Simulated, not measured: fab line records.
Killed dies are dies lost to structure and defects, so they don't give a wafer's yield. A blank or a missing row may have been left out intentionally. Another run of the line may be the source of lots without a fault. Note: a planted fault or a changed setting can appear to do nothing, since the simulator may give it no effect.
Chamber matching	flow sky130	SKY_LI_CONTACT_CMP_02 on cmp-01 has 4 sister chambers
The step polishes PSG. 14 wafers are shown with their chamber, then 6 later ones without.

EACH WAFER AND ITS CHAMBER
wafer	chamber	motor current A (A)	time to endpoint s (s)	edge zone pressure frac
L414.3	1	12.3	36	1.008
L414.4	2	10.0	30	1.001
L414.6	0	11.7	32	0.998
L415.1	1	11.8	35	1.000
L415.2	2	10.4	27	1.006
L415.3	3	13.6	27	0.999
L416.1	3	13.4	33	1.000
L416.4	1	12.1	39	0.997
L416.6	0	11.0	32	1.001
L419.1	1	11.9	38	0.996
L419.4	2	10.3	32	1.003
L419.6	1	11.4	35	1.003
L421.1	0	10.4	33	1.000
L421.4	2	10.0	32	1.007

SIGNATURES (averages over the wafers above)
reading	chamber 0	chamber 1	chamber 2	chamber 3	scatter within a chamber
motor current A	11.033	11.900	10.175	13.500	0.381
time to endpoint s	32.33	36.60	30.25	30.00	2.2
edge zone pressure frac	0.99967	1.00080	1.00425	0.99950	0.0035
Rule: for a wafer and a chamber, the distance is found by dividing, reading by reading, the gap between the wafer's reading and the chamber's mean by the reading's scatter, squaring, summing and taking the root. If the next closest chamber is less than 2 further off than the closest, the wafer can't be placed; otherwise it belongs to the closest. How the scatter is found: for the shown wafers, subtract from each reading the mean of its chamber, square and add these, divide the total by (wafers less chambers), then take the root.

WAFERS WITHOUT THEIR CHAMBER
wafer	motor current A (A)	time to endpoint s (s)	edge zone pressure frac
L421.5	13.7	31	1.006
L432.2	10.1	30	0.999
L432.6	12.4	33	1.001
L433.1	13.4	34	1.000
L433.2	10.2	35	1.010
L433.4	10.9	34	1.004

EACH ONE'S CHAMBER
wafer	from the rows above	in truth
L421.5	3	3
L432.2	can't be placed: 2 or 0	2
L432.6	can't be placed: 1 or 3 or 0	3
L433.1	3	3
L433.2	can't be placed: 2 or 0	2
L433.4	can't be placed: 0 or 2 or 1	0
Placed correctly: 2 of 6. These rows do not allow placing 4 (true chamber among the candidates in 4). 0 placed wrongly.
